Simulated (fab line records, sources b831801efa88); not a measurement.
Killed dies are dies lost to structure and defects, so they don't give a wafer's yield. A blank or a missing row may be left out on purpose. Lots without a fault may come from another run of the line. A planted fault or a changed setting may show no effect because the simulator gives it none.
Problem report in the 8D (eight disciplines) form, filled by code | flow gf180mcu | the parts of the form that need people (team, actions taken, sign-off) are left out

1. THE PROBLEM
run_length_s at GF_V4_SOFTBAKE_10 reads a mean of 92.01 s on 6 wafers of 2 lots; wafers without a fault read 88.99 s with a standard deviation of 0.18. That is +17 standard deviations from the usual mean.
The step: time 60 s.
First seen on wafer L437.2, day 27 00:00, on litho_track-02. The record holds 39 wafers of 13 lots with a number at this step. Rule for "out", or "out of limits": more than 4 standard deviations from the usual mean. The other wafers with a number count as sound.

2. WHAT IT IS AND WHAT IT IS NOT
question                    | is                     | is not
which readings at this step | run_length_s           | -
which lots                  | L437, L438             | L427, L428, L429, L430, L433, L435, L442, L445, L448, L449, L450
which wafers of those lots  | all that have a number | -
read on which tools         | litho_track-02         | litho_track-01, litho_track-03
when                        | from day 27 00:00      | up to then (18 sound wafers); but 15 sound wafers of L442, L445, L448, L449, L450 came after

3. SUSPECTS, AND WHAT RULES EACH OUT
Counting: a tool at a process step up to the reading stays a suspect if it ran every lot that is out and no sound lot after the first of them.
- pvd_sputter-04 at GF_M4_SPUTTER_00 (material Ti, target thk 37.5 nm, time 150 s): ruled out as a lasting fault. Sound lots L445, L448 ran on it after its first lot that is out, L437 (day 25 14:52).
- litho_track-02 at GF_V4_SOFTBAKE_10 (time 60 s): ruled out as a lasting fault. Sound lots L448, L450 ran on it after its first lot that is out, L437 (day 27 00:00).
Left after counting: nothing in the record.

4. THE CAUSE (what the simulator had put in)
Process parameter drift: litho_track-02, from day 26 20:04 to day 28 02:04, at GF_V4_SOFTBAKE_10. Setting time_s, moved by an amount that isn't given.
Counting ruled it out, wrongly.

5. THE CHAIN OF EFFECTS, in route order
Each row: a reading whose mean over the struck wafers that have a number lies more than 3 standard deviations from the usual. Only readings for which the record gives a usual standard deviation are gone through. hours: the time from each lot's start at the first step in this table that gives one to its start at this step, as a median over the lots. sigmas: the change in usual standard deviations.
hours | step              | reading      | usual   | on struck wafers | change | sigmas
0     | GF_V4_SOFTBAKE_10 | run_length_s | 88.99 s | 92.01            | +3.02  | +17
The process steps in it:
- GF_V4_SOFTBAKE_10: time 60 s.

6. WHAT WOULD HAVE CAUGHT IT SOONER
In this record the first reading out of limits was taken at day 27 00:00, 4 hours after the fault began at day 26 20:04.
